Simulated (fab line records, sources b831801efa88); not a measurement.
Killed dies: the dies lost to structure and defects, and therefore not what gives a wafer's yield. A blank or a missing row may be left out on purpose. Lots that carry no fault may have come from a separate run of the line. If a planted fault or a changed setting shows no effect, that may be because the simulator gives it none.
fab line records ; flow sky130
record: lots: 13; wafers: 39; last_day: 50
route steps=708 shown VIA2@515 CAPM@538 PAD_OPEN@708
lots that met no fault: from a run of the same line without faults
start_h: start of the lot's first displayed wafer, in hours after the record's first day ; wait_h: time in hours since the lot's previous step ; " unchanged from the row above ; L1.1+2: a single row standing in for several wafers ; - either no value or no given start ; * or withheld: withheld ; < > ~ a bound
route shown NAME@n: a module of which the file shows steps, and the number in the route of the first ; usual: mean/standard deviation of fault-free wafers ; same: alike in all rows ; chamber/n: place in a boat ; sites: the reading at each site ; _std_site: standard deviation across them ; _edge_site: the outer-site mean with the inner-site mean subtracted ; radius_mm: for every site, how far away it sits from the centre of the wafer ; mask NAME#n: copy n ; behind: the most recent tool/chamber to have shaped the wafer ; hold: cause of the lot's hold/its duration in hours/its outcome ; device: whichever transistor did not switch (one of n, p or np) ; end of line: the same wafers' tests at the end of the route ; step lacking rows: just its recipe ; killed: dies that structure and defects cost at the first sort, which is not the same as the wafer's yield ; map: the dies of a wafer, with x for killed, . for not killed, _ for no die there
set.NAME: the run value of the setting; set.NAME@STEP: its run value at that earlier step ; model.NAME: the simulator's own value behind a step, which no gauge read
one table for each step of the route and one row for each wafer, over a sample of lots
== steps ==
step: SKY_VIA2_SOFTBAKE_08
recipe: temp_c: 100; time_s: 90; resist: KrF-thick
usual: exhaust_pa: 44.9/0.8; heater_power_total_W: 57.36/0.11; plate_temp_C: 100.01/0.14; run_length_s: 119.08/0.12
lot.wafer;tool;chamber;start_h;wait_h;exhaust_pa;heater_power_total_W;plate_temp_C;run_length_s
L819.1;litho_track-04;0;839;-;43.7;57.25;100.27;118.91
L819.3;litho_track-04;0;839;-;44.5;57.35;100.04;119.04
L819.5;litho_track-04;0;839;-;44.9;57.43;100.03;119.11
L820.2;litho_track-04;0;848;-;45.1;57.25;100.09;119.04
L820.4;litho_track-04;0;849;-;44.9;57.21;100.09;119.10
L820.6;litho_track-04;0;849;-;46.2;57.35;99.99;118.93
L821.1;litho_track-03;0;854;-;44.5;57.24;99.86;119.16
L821.4;litho_track-03;0;854;-;44.6;57.18;99.74;119.17
L821.6;litho_track-03;0;855;-;45.0;57.40;99.81;119.07
L822.1;litho_track-04;0;867;-;46.4;57.38;100.03;118.94
L822.2;litho_track-04;0;867;-;46.5;57.23;99.98;119.35
L822.5;litho_track-04;0;867;-;47.0;57.21;100.03;118.93
L824.1;litho_track-04;0;876;-;45.5;57.27;99.98;119.03
L824.4;litho_track-04;0;876;-;44.7;57.26;100.08;119.32
L824.5;litho_track-04;0;876;-;43.2;57.43;99.91;119.04
L828.1;litho_track-04;0;901;-;43.9;57.81;-;116.18
L828.2;litho_track-04;0;901;-;44.7;58.16;-;115.85
L828.5;litho_track-04;0;902;-;45.5;57.49;99.97;118.96
L830.2;litho_track-04;0;920;-;44.7;57.79;-;116.00
L830.3;litho_track-04;0;920;-;46.6;57.38;100.13;118.95
L830.4;litho_track-04;0;921;-;45.5;57.23;100.09;119.19
L838.1;litho_track-03;0;977;-;44.5;57.48;100.09;119.23
L838.3;litho_track-03;0;977;-;45.2;57.33;100.13;119.29
L838.4;litho_track-03;0;977;-;43.7;57.43;100.09;119.29
L837.1;litho_track-04;0;977;-;44.7;57.54;99.97;119.04
L837.4;litho_track-04;0;977;-;45.2;57.35;100.14;118.92
L837.5;litho_track-04;0;977;-;45.9;57.55;100.10;119.03
L839.2;litho_track-03;0;979;-;45.4;57.21;99.91;119.34
L839.3;litho_track-03;0;979;-;44.5;57.55;99.87;119.16
L839.6;litho_track-03;0;979;-;44.9;57.38;100.05;119.07
L840.1;litho_track-04;0;979;-;44.3;57.57;99.81;119.16
L840.3;litho_track-04;0;980;-;45.5;57.44;99.80;119.10
L840.5;litho_track-04;0;980;-;44.1;57.25;99.99;119.13
L841.2;litho_track-04;0;990;-;45.6;57.40;100.16;119.24
L841.3;litho_track-04;0;990;-;44.5;57.53;100.28;118.98
L841.5;litho_track-04;0;990;-;44.8;57.30;100.09;119.11
L842.1;litho_track-04;0;998;-;45.6;57.38;100.21;119.07
L842.2;litho_track-04;0;998;-;44.8;57.40;99.99;119.07
L842.3;litho_track-04;0;998;-;43.7;57.45;100.20;119.14
step: SKY_VIA2_OVL_MEAS_13
usual: VIA2_OVL: 2/5
lot.wafer;tool;chamber;start_h;wait_h;VIA2_OVL[nm]
L819.1;overlay-01;-;852.36;0.1;9
L819.3;overlay-01;-;852.36;0.1;4
L819.5;overlay-01;-;852.36;0.1;6
L820.2;overlay-02;-;860.82;0.1;-1
L820.4;overlay-02;-;860.82;0.1;-2
L820.6;overlay-02;-;860.82;0.1;2
L821.1;overlay-01;-;868.06;0.1;4
L821.4;overlay-01;-;868.06;0.1;3
L821.6;overlay-01;-;868.06;0.1;-2
L822.1;overlay-02;-;881.03;0.1;2
L822.2;overlay-02;-;881.03;0.1;5
L822.5;overlay-02;-;881.03;0.1;13
L824.1;overlay-01;-;889.12;0.1;-2
L824.4;overlay-01;-;889.12;0.1;6
L824.5;overlay-01;-;889.12;0.1;-5
L828.1;overlay-02;-;914.13;0.1;3
L828.2;overlay-02;-;914.13;0.1;8
L828.5;overlay-02;-;914.13;0.1;5
L830.2;overlay-01;-;933.67;0.1;4
L830.3;overlay-01;-;933.67;0.1;-5
L830.4;overlay-01;-;933.67;0.1;-6
L838.1;overlay-02;-;989.83;0.1;8
L838.3;overlay-02;-;989.83;0.1;3
L838.4;overlay-02;-;989.83;0.1;6
L837.1;overlay-01;-;990.18;0.1;4
L837.4;overlay-01;-;990.18;0.1;8
L837.5;overlay-01;-;990.18;0.1;3
L839.2;overlay-02;-;992.02;0.1;-2
L839.3;overlay-02;-;992.02;0.1;0
L839.6;overlay-02;-;992.02;0.1;4
L840.1;overlay-02;-;992.23;0.1;4
L840.3;overlay-02;-;992.23;0.1;0
L840.5;overlay-02;-;992.23;0.1;0
L841.2;overlay-01;-;1001.52;0.1;8
L841.3;overlay-01;-;1001.52;0.1;8
L841.5;overlay-01;-;1001.52;0.1;2
L842.1;overlay-01;-;1009.78;0.1;0
L842.2;overlay-01;-;1009.78;0.1;-5
L842.3;overlay-01;-;1009.78;0.1;4
step: SKY_VIA2_THK_MEAS_23
recipe: thk_meas_gauge: xrf; reads: W_of_VIA2_CVD_21
usual: VIA2_W_THK: 421/6.1
lot.wafer;tool;chamber;start_h;wait_h;VIA2_W_THK[nm]
L819.1;film_metro-04;-;853.41;0.1;423
L819.3;film_metro-04;-;853.41;0.1;426
L819.5;film_metro-04;-;853.41;0.1;431
L820.2;film_metro-02;-;861.87;0.1;427
L820.4;film_metro-02;-;861.87;0.1;426
L820.6;film_metro-02;-;861.87;0.1;420
L821.1;film_metro-03;-;869.12;0.1;420
L821.4;film_metro-03;-;869.12;0.1;423
L821.6;film_metro-03;-;869.12;0.1;418
L822.1;film_metro-03;-;882.08;0.1;419
L822.2;film_metro-03;-;882.08;0.1;427
L822.5;film_metro-03;-;882.08;0.1;423
L824.1;film_metro-02;-;890.31;0.1;421
L824.4;film_metro-02;-;890.31;0.1;424
L824.5;film_metro-02;-;890.31;0.1;420
L828.1;film_metro-04;-;915.18;0.1;413
L828.2;film_metro-04;-;915.18;0.1;417
L828.5;film_metro-04;-;915.18;0.1;419
L830.2;film_metro-02;-;934.72;0.1;428
L830.3;film_metro-02;-;934.72;0.1;424
L830.4;film_metro-02;-;934.72;0.1;427
L838.1;film_metro-02;-;990.87;0.1;413
L838.3;film_metro-02;-;990.87;0.1;414
L838.4;film_metro-02;-;990.87;0.1;419
L837.1;film_metro-04;-;991.24;0.1;425
L837.4;film_metro-04;-;991.24;0.1;424
L837.5;film_metro-04;-;991.24;0.1;421
L839.2;film_metro-03;-;993.11;0.1;411
L839.3;film_metro-03;-;993.11;0.1;411
L839.6;film_metro-03;-;993.11;0.1;415
L840.1;film_metro-02;-;993.27;0.1;424
L840.3;film_metro-02;-;993.27;0.1;414
L840.5;film_metro-02;-;993.27;0.1;416
L841.2;film_metro-02;-;1002.75;0.1;416
L841.3;film_metro-02;-;1002.75;0.1;420
L841.5;film_metro-02;-;1002.75;0.1;414
L842.1;film_metro-03;-;1010.83;0.1;405
L842.2;film_metro-03;-;1010.83;0.1;412
L842.3;film_metro-03;-;1010.83;0.1;413
step: SKY_CAPM_THK_MEAS_01
recipe: reads: SiO2_of_CAPM_CVD_00
usual: CAPM_CVD_00_THK: 15.47/0.22
lot.wafer;tool;chamber;start_h;wait_h;CAPM_CVD_00_THK[nm]
L819.1;film_metro-01;-;853.96;-;15.37
L819.3;film_metro-01;-;853.96;-;15.45
L819.5;film_metro-01;-;853.96;-;15.52
L820.2;film_metro-02;-;862.41;-;15.12
L820.4;film_metro-02;-;862.41;-;15.68
L820.6;film_metro-02;-;862.41;-;15.36
L821.1;film_metro-02;-;869.65;-;15.22
L821.4;film_metro-02;-;869.65;-;15.32
L821.6;film_metro-02;-;869.65;-;15.50
L822.1;film_metro-04;-;882.62;-;15.03
L822.2;film_metro-04;-;882.62;-;15.11
L822.5;film_metro-04;-;882.62;-;15.27
L824.1;film_metro-04;-;890.97;-;15.14
L824.4;film_metro-04;-;890.97;-;15.37
L824.5;film_metro-04;-;890.97;-;15.25
L828.1;film_metro-01;-;915.78;-;15.04
L828.2;film_metro-01;-;915.78;-;15.31
L828.5;film_metro-01;-;915.78;-;15.17
L830.2;film_metro-04;-;935.26;-;15.37
L830.3;film_metro-04;-;935.26;-;15.46
L830.4;film_metro-04;-;935.26;-;15.92
L838.1;film_metro-02;-;991.41;-;15.25
L838.3;film_metro-02;-;991.41;-;15.32
L838.4;film_metro-02;-;991.41;-;15.80
L837.1;film_metro-02;-;991.77;-;15.59
L837.4;film_metro-02;-;991.77;-;15.91
L837.5;film_metro-02;-;991.77;-;16.10
L839.2;film_metro-01;-;993.81;-;15.57
L839.3;film_metro-01;-;993.81;-;15.66
L839.6;film_metro-01;-;993.81;-;15.70
L840.1;film_metro-01;-;993.92;-;15.55
L840.3;film_metro-01;-;993.92;-;15.07
L840.5;film_metro-01;-;993.92;-;15.25
L841.2;film_metro-02;-;1003.28;-;15.45
L841.3;film_metro-02;-;1003.28;-;15.68
L841.5;film_metro-02;-;1003.28;-;16.01
L842.1;film_metro-01;-;1011.38;-;15.25
L842.2;film_metro-01;-;1011.38;-;15.45
L842.3;film_metro-01;-;1011.38;-;15.24
step: SKY_PAD_OPEN_PROBE_99
usual: defect_limited_yield: 82.5/1.9; killed_at_M0_to_M3: 43/6.8; killed_at_M4_up: 3.2/1.7; killed_at_contacts: 24/5.7; killed_at_front_end: 16/4.3; killed_at_other: 0.3/0.56; killed_dies: 86/9.5; killed_open: 47/6.9; killed_short: 39/5.8; sort_bin_3_pad_short: 0.9/0.39; sort_bin_5_function: 10.3/1.5; sort_bin_6_memory: 6.3/1.1; sort_n_pass: 406/9.5; sort_yield_pct: 82.5/1.9
same: gross_dies: 492; killed_at_back_side: 0; sort_bin_4_leakage[%]: 0; sort_bin_8_speed[%]: 0
lot.wafer;tool;chamber;start_h;wait_h;defect_limited_yield[%];killed_at_M0_to_M3;killed_at_M4_up;killed_at_contacts;killed_at_front_end;killed_at_other;killed_dies;killed_open;killed_short;sort_bin_3_pad_short[%];sort_bin_5_function[%];sort_bin_6_memory[%];sort_n_pass;sort_yield_pct[%]
L819.1;prober-02;-;1078.41;0.1;81.5;49;3;22;17;0;91;54;37;0.4;11.6;6.5;401;81.5
L819.3;prober-02;-;1078.51;0.2;81.9;34;3;29;23;0;89;47;42;0.4;11.6;6.1;403;81.9
L819.5;prober-02;-;1078.61;0.2;79.7;41;5;34;20;0;100;65;35;0.6;12.4;7.3;392;79.7
L820.2;prober-01;-;1086.37;0.1;83.9;35;0;27;17;0;79;40;39;1.2;8.1;6.7;413;83.9
L820.4;prober-01;-;1086.47;0.2;83.1;46;2;17;17;1;83;47;36;1.2;10.2;5.5;409;83.1
L820.6;prober-01;-;1086.57;0.2;82.3;55;0;21;11;0;87;51;36;1.6;9.1;6.9;405;82.3
L821.1;prober-02;-;1090.17;0.1;80.3;54;2;26;15;0;97;53;44;0.4;11.8;7.5;395;80.3
L821.4;prober-02;-;1090.32;0.2;83.9;48;3;17;11;0;79;40;39;0.8;8.9;6.3;413;83.9
L821.6;prober-02;-;1090.42;0.2;83.5;44;5;22;10;0;81;45;36;0.8;9.6;6.1;411;83.5
L822.1;prober-02;-;1102.54;0.1;85.4;39;2;18;13;0;72;40;32;1.0;8.5;5.1;420;85.4
L822.2;prober-02;-;1102.59;0.1;83.1;37;3;21;22;0;83;46;37;1.0;9.1;6.7;409;83.1
L822.5;prober-02;-;1102.74;0.2;81.5;42;3;28;18;0;91;51;39;0.8;11.2;6.5;401;81.5
L824.1;prober-02;-;1111.73;0.1;81.9;46;6;27;10;0;89;50;39;1.0;9.3;7.7;403;81.9
L824.4;prober-02;-;1111.88;0.2;82.5;44;3;23;16;0;86;48;38;0.8;11.8;4.9;406;82.5
L824.5;prober-02;-;1111.93;0.2;83.5;44;6;17;14;0;81;43;38;0.6;10.4;5.5;411;83.5
L828.1;prober-01;-;1129.67;0.1;80.1;46;2;28;20;2;98;54;43;0.8;13.0;6.1;394;80.1
L828.2;prober-01;-;1129.72;0.1;82.5;55;6;15;9;1;86;46;40;1.4;9.1;6.9;406;82.5
L828.5;prober-01;-;1129.87;0.2;85.6;40;2;20;9;0;71;34;37;1.2;8.5;4.7;421;85.6
L830.2;prober-01;-;1142.68;0.1;83.5;44;4;18;14;1;81;45;36;1.2;10.0;5.3;411;83.5
L830.3;prober-01;-;1142.73;0.2;85.0;29;4;22;19;0;74;49;25;0.6;10.0;4.5;418;85.0
L830.4;prober-01;-;1142.78;0.2;82.9;46;4;15;19;0;84;54;29;0.4;10.4;6.3;408;82.9
L838.1;prober-02;-;1182.62;0.1;84.3;45;3;18;10;1;77;46;30;0.8;7.1;7.7;415;84.3
L838.3;prober-02;-;1182.72;0.2;82.5;44;6;21;14;1;86;46;39;1.4;9.6;6.5;406;82.5
L838.4;prober-02;-;1182.77;0.2;85.6;37;2;19;13;0;71;37;33;0.4;9.1;4.9;421;85.6
L837.1;prober-02;-;1185.27;0.1;80.5;44;5;30;16;1;96;56;39;0.8;13.6;5.1;396;80.5
L837.4;prober-02;-;1185.42;0.2;81.7;39;4;28;19;0;90;46;43;1.6;11.2;5.5;402;81.7
L837.5;prober-02;-;1185.47;0.2;84.3;33;1;23;20;0;77;48;29;0.8;9.1;5.7;415;84.3
L839.2;prober-01;-;1186.88;0.1;87.4;28;1;19;12;2;62;31;30;0.8;7.1;4.7;430;87.4
L839.3;prober-01;-;1186.93;0.2;84.6;37;3;23;13;0;76;42;34;0.6;8.9;5.9;416;84.6
L839.6;prober-01;-;1187.08;0.2;83.9;43;2;22;12;0;79;44;35;1.2;8.7;6.1;413;83.9
L840.1;prober-02;-;1188.52;0.1;82.3;42;2;27;15;1;87;42;45;1.2;10.0;6.5;405;82.3
L840.3;prober-02;-;1188.62;0.2;83.3;44;3;23;12;0;82;49;33;0.6;10.0;6.1;410;83.3
L840.5;prober-02;-;1188.72;0.2;81.3;50;2;26;14;0;92;48;44;1.0;11.2;6.5;400;81.3
L841.2;prober-01;-;1194.91;0.1;85.6;30;2;20;18;1;71;42;29;0.4;8.3;5.7;421;85.6
L841.3;prober-01;-;1194.96;0.2;79.5;43;1;32;24;1;101;58;41;1.0;11.0;8.5;391;79.5
L841.5;prober-01;-;1195.06;0.2;81.9;41;5;26;15;2;89;38;49;1.0;10.2;6.9;403;81.9
L842.1;prober-01;-;1198.59;0.1;85.0;38;6;16;13;1;74;40;34;0.2;10.4;4.5;418;85.0
L842.2;prober-01;-;1198.64;0.1;80.9;49;2;23;20;0;94;61;33;0.6;11.2;7.3;398;80.9
L842.3;prober-01;-;1198.69;0.2;83.3;45;1;21;15;0;82;43;38;1.0;9.3;6.3;410;83.3
killed by level:class
L819.1 VIA1:geometric_particle:open=17 VIA3:geometric_particle:open=11 CONTACT:geometric_particle:open=8 FIELD_ISO:geometric_particle:short=6 VIA2:geometric_particle:open=6 LOCAL_INTERCONNECT:geometric_particle:short=5 POLY_GATE:geometric_particle:short=4 CONTACT:geometric_particle:short=4
L819.3 VIA3:geometric_particle:open=8 CONTACT:geometric_particle:open=7 FIELD_ISO:geometric_particle:open=7 LOCAL_INTERCONNECT:geometric_particle:short=7 CONTACT:geometric_particle:short=7 VIA1:geometric_particle:open=6 FIELD_ISO:geometric_particle:short=5 POLY_GATE:geometric_particle:open=5
L819.5 VIA1:geometric_particle:open=17 LI_CONTACT:geometric_particle:open=11 CONTACT:geometric_particle:open=10 FIELD_ISO:geometric_particle:open=7 LOCAL_INTERCONNECT:geometric_particle:short=6 VIA2:geometric_particle:open=6 CONTACT:geometric_particle:short=5 VIA3:geometric_particle:open=5
L820.2 CONTACT:geometric_particle:open=10 VIA1:geometric_particle:short=8 VIA1:geometric_particle:open=7 VIA2:geometric_particle:open=7 POLY_GATE:geometric_particle:short=6 POLY_GATE:geometric_particle:open=6 LI_CONTACT:geometric_particle:short=4 LI_CONTACT:geometric_particle:open=4
L820.4 VIA1:geometric_particle:open=12 VIA3:geometric_particle:open=8 FIELD_ISO:geometric_particle:short=6 POLY_GATE:geometric_particle:open=6 CONTACT:geometric_particle:open=6 LI_CONTACT:geometric_particle:open=5 METAL1:geometric_particle:short=5 METAL2:geometric_particle:short=5
L820.6 VIA1:geometric_particle:open=11 VIA3:geometric_particle:open=11 METAL2:geometric_particle:short=8 CONTACT:geometric_particle:open=8 VIA2:geometric_particle:open=6 FIELD_ISO:geometric_particle:short=4 LI_CONTACT:geometric_particle:open=4 CONTACT:geometric_particle:short=4
L821.1 VIA1:geometric_particle:open=12 LI_CONTACT:geometric_particle:open=11 VIA2:geometric_particle:open=9 CONTACT:geometric_particle:short=6 METAL1:geometric_particle:short=6 VIA1:geometric_particle:short=6 METAL2:geometric_particle:short=6 POLY_GATE:geometric_particle:open=5
L821.4 METAL2:geometric_particle:short=7 LI_CONTACT:geometric_particle:open=6 CONTACT:geometric_particle:open=6 VIA1:geometric_particle:open=6 METAL1:geometric_particle:short=5 VIA3:geometric_particle:short=5 VIA2:geometric_particle:open=5 METAL3:geometric_particle:short=5
L821.6 VIA1:geometric_particle:open=11 VIA3:geometric_particle:open=8 LI_CONTACT:geometric_particle:short=6 LI_CONTACT:geometric_particle:open=6 FIELD_ISO:geometric_particle:short=5 CONTACT:geometric_particle:open=5 VIA2:geometric_particle:open=5 CONTACT:geometric_particle:short=4
L822.1 CONTACT:geometric_particle:open=10 VIA1:geometric_particle:open=7 FIELD_ISO:geometric_particle:short=5 METAL1:geometric_particle:short=5 VIA1:geometric_particle:short=5 VIA2:geometric_particle:open=5 LI_CONTACT:geometric_particle:open=4 VIA2:geometric_particle:short=4
L822.2 VIA1:geometric_particle:open=7 FIELD_ISO:geometric_particle:open=6 LI_CONTACT:geometric_particle:open=6 CONTACT:geometric_particle:open=6 VIA3:geometric_particle:open=6 POLY_GATE:geometric_particle:open=5 METAL1:geometric_particle:short=5 POLY_GATE:geometric_particle:short=4
L822.5 CONTACT:geometric_particle:open=11 LI_CONTACT:geometric_particle:open=10 VIA1:geometric_particle:open=10 VIA2:geometric_particle:open=7 FIELD_ISO:geometric_particle:short=5 METAL2:geometric_particle:short=5 CONTACT:geometric_particle:short=4 METAL1:geometric_particle:short=4
L824.1 CONTACT:geometric_particle:open=13 VIA1:geometric_particle:open=12 VIA2:geometric_particle:open=8 LI_CONTACT:geometric_particle:open=7 FIELD_ISO:geometric_particle:short=6 METAL1:geometric_particle:short=5 METAL2:geometric_particle:short=5 LOCAL_INTERCONNECT:geometric_particle:short=4
L824.4 VIA1:geometric_particle:open=12 VIA3:geometric_particle:open=12 CONTACT:geometric_particle:open=9 LOCAL_INTERCONNECT:geometric_particle:short=6 METAL1:geometric_particle:short=6 FIELD_ISO:geometric_particle:short=4 POLY_GATE:geometric_particle:short=4 METAL2:geometric_particle:short=4
L824.5 VIA3:geometric_particle:open=9 METAL1:geometric_particle:short=9 VIA1:geometric_particle:open=8 CONTACT:geometric_particle:open=5 VIA1:geometric_particle:short=5 FIELD_ISO:geometric_particle:open=4 LI_CONTACT:geometric_particle:short=4 LI_CONTACT:geometric_particle:open=4
L828.1 VIA1:geometric_particle:open=13 LI_CONTACT:geometric_particle:open=9 CONTACT:geometric_particle:open=8 METAL2:geometric_particle:short=8 VIA2:geometric_particle:open=8 FIELD_ISO:geometric_particle:open=6 FIELD_ISO:geometric_particle:short=5 LOCAL_INTERCONNECT:geometric_particle:short=4
L828.2 VIA1:geometric_particle:open=14 METAL2:geometric_particle:short=9 VIA3:geometric_particle:open=6 LI_CONTACT:geometric_particle:open=5 METAL1:geometric_particle:short=5 CONTACT:geometric_particle:open=4 VIA1:geometric_particle:short=4 VIA2:geometric_particle:open=4
L828.5 VIA1:geometric_particle:short=11 CONTACT:geometric_particle:open=8 VIA1:geometric_particle:open=7 LI_CONTACT:geometric_particle:open=4 VIA2:geometric_particle:open=4 CONTACT:geometric_particle:short=4 METAL1:geometric_particle:short=4 METAL2:geometric_particle:short=4
L830.2 VIA1:geometric_particle:open=13 POLY_GATE:geometric_particle:short=6 VIA3:geometric_particle:open=6 METAL2:geometric_particle:short=6 LI_CONTACT:geometric_particle:open=5 CONTACT:geometric_particle:open=5 VIA2:geometric_particle:open=5 VIA1:geometric_particle:short=4
L830.3 CONTACT:geometric_particle:open=9 VIA1:geometric_particle:open=7 POLY_GATE:geometric_particle:open=6 LI_CONTACT:geometric_particle:open=5 VIA2:geometric_particle:open=4 FIELD_ISO:geometric_particle:short=3 FIELD_ISO:geometric_particle:open=3 LOCAL_INTERCONNECT:geometric_particle:short=3
L830.4 VIA1:geometric_particle:open=16 VIA2:geometric_particle:open=9 FIELD_ISO:geometric_particle:open=7 CONTACT:geometric_particle:open=7 POLY_GATE:geometric_particle:open=6 CONTACT:geometric_particle:short=4 METAL1:geometric_particle:short=4 METAL4:geometric_particle:short=4
L838.1 VIA3:geometric_particle:open=13 VIA1:geometric_particle:open=10 LI_CONTACT:geometric_particle:open=6 VIA2:geometric_particle:short=6 CONTACT:geometric_particle:short=5 CONTACT:geometric_particle:open=5 VIA1:geometric_particle:short=4 METAL1:geometric_particle:open=3
L838.3 CONTACT:geometric_particle:open=12 METAL1:geometric_particle:short=8 VIA1:geometric_particle:open=7 VIA3:geometric_particle:open=7 VIA1:geometric_particle:short=6 VIA2:geometric_particle:open=6 FIELD_ISO:geometric_particle:short=4 POLY_GATE:geometric_particle:short=4
L838.4 VIA3:geometric_particle:open=8 VIA2:geometric_particle:open=7 VIA3:geometric_particle:short=6 POLY_GATE:geometric_particle:open=5 CONTACT:geometric_particle:open=5 LI_CONTACT:geometric_particle:open=4 CONTACT:geometric_particle:short=4 LI_CONTACT:geometric_particle:short=3
L837.1 CONTACT:geometric_particle:open=14 VIA1:geometric_particle:open=13 VIA2:geometric_particle:open=6 FIELD_ISO:geometric_particle:short=5 METAL1:geometric_particle:short=5 LOCAL_INTERCONNECT:geometric_particle:short=5 LI_CONTACT:geometric_particle:open=5 VIA3:geometric_particle:short=5
L837.4 CONTACT:geometric_particle:open=8 LI_CONTACT:geometric_particle:open=8 METAL1:geometric_particle:short=8 CONTACT:geometric_particle:short=7 FIELD_ISO:geometric_particle:short=6 VIA2:geometric_particle:open=6 VIA3:geometric_particle:open=5 METAL2:geometric_particle:short=5
L837.5 VIA3:geometric_particle:open=10 LI_CONTACT:geometric_particle:open=7 POLY_GATE:geometric_particle:open=6 CONTACT:geometric_particle:open=6 FIELD_ISO:geometric_particle:short=5 FIELD_ISO:geometric_particle:open=5 METAL2:geometric_particle:short=5 VIA1:geometric_particle:open=5
L839.2 LI_CONTACT:geometric_particle:open=6 CONTACT:geometric_particle:short=6 VIA1:geometric_particle:open=5 POLY_GATE:geometric_particle:open=4 METAL2:geometric_particle:short=4 VIA3:geometric_particle:open=4 FIELD_ISO:geometric_particle:open=3 METAL3:geometric_particle:short=3
L839.3 VIA1:geometric_particle:open=8 VIA2:geometric_particle:open=7 LI_CONTACT:geometric_particle:open=7 METAL2:geometric_particle:short=5 CONTACT:geometric_particle:open=5 FIELD_ISO:geometric_particle:short=4 METAL1:geometric_particle:short=3 POLY_GATE:geometric_particle:short=3
L839.6 CONTACT:geometric_particle:open=8 METAL2:geometric_particle:short=8 VIA1:geometric_particle:open=6 LI_CONTACT:geometric_particle:open=6 POLY_GATE:geometric_particle:open=5 VIA1:geometric_particle:short=5 VIA2:geometric_particle:open=5 VIA3:geometric_particle:open=5
L840.1 VIA3:geometric_particle:open=12 LI_CONTACT:geometric_particle:open=9 METAL2:geometric_particle:short=7 CONTACT:geometric_particle:open=7 METAL1:geometric_particle:short=6 VIA1:geometric_particle:open=6 FIELD_ISO:geometric_particle:short=4 POLY_GATE:geometric_particle:short=4
L840.3 VIA1:geometric_particle:open=14 VIA3:geometric_particle:open=9 CONTACT:geometric_particle:open=8 FIELD_ISO:geometric_particle:short=7 LI_CONTACT:geometric_particle:open=6 CONTACT:geometric_particle:short=5 VIA2:geometric_particle:open=5 VIA2:geometric_particle:short=4
L840.5 VIA3:geometric_particle:open=10 VIA1:geometric_particle:open=9 CONTACT:geometric_particle:open=8 VIA2:geometric_particle:open=8 VIA1:geometric_particle:short=7 CONTACT:geometric_particle:short=5 LOCAL_INTERCONNECT:geometric_particle:short=5 METAL1:geometric_particle:short=5
L841.2 LI_CONTACT:geometric_particle:open=11 FIELD_ISO:geometric_particle:open=9 VIA2:geometric_particle:open=5 VIA1:geometric_particle:open=5 METAL3:geometric_particle:short=4 VIA1:geometric_particle:short=4 METAL2:geometric_particle:short=4 CONTACT:geometric_particle:short=4
L841.3 CONTACT:geometric_particle:open=14 VIA1:geometric_particle:open=14 LI_CONTACT:geometric_particle:open=8 FIELD_ISO:geometric_particle:short=7 CONTACT:geometric_particle:short=7 VIA2:geometric_particle:open=7 FIELD_ISO:geometric_particle:open=6 VIA1:geometric_particle:short=6
L841.5 CONTACT:geometric_particle:open=9 VIA1:geometric_particle:open=9 METAL1:geometric_particle:short=8 VIA3:geometric_particle:open=6 METAL2:geometric_particle:short=6 CONTACT:geometric_particle:short=6 LI_CONTACT:geometric_particle:open=5 LOCAL_INTERCONNECT:geometric_particle:short=4
L842.1 VIA1:geometric_particle:open=9 LI_CONTACT:geometric_particle:open=7 VIA2:geometric_particle:open=7 METAL4:geometric_particle:short=5 CONTACT:geometric_particle:open=4 VIA3:geometric_particle:open=4 POLY_CUT:geometric_particle:short=3 POLY_GATE:geometric_particle:open=3
L842.2 CONTACT:geometric_particle:open=11 VIA2:geometric_particle:open=10 VIA1:geometric_particle:open=9 POLY_GATE:geometric_particle:open=7 VIA3:geometric_particle:open=6 LI_CONTACT:geometric_particle:open=5 VIA1:geometric_particle:short=5 METAL2:geometric_particle:short=5
L842.3 VIA1:geometric_particle:open=14 VIA3:geometric_particle:open=9 FIELD_ISO:geometric_particle:short=8 CONTACT:geometric_particle:open=6 VIA2:geometric_particle:short=5 LOCAL_INTERCONNECT:geometric_particle:short=4 METAL1:geometric_particle:short=4 LI_CONTACT:geometric_particle:open=4
== key ==
first_sign: step: SKY_VIA2_SOFTBAKE_08; reading: run_length_s; direction: down; sigmas: 25; usual: *; struck: *
effect: step: SKY_VIA2_SOFTBAKE_08; reading: heater_power_total_W; direction: up; sigmas: 4.9; usual: *; struck: *
met_at SKY_VIA2_SOFTBAKE_08
struck_lots L828,L830
struck_wafers L828.1,L828.2,L830.2
not_acting_at SKY_VIA2_OVL_MEAS_13,SKY_VIA2_THK_MEAS_23,SKY_CAPM_THK_MEAS_01
onset_between 876 901
fault: kind: process_parameter_drift; tool: litho_track-04; chamber: -; onset_h: 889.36; steps: SKY_VIA2_SOFTBAKE_08; channel: time_s; offset: *; shape: step; end_h: 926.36; scope: struck_wafers_only; acts_in: *; stated: *
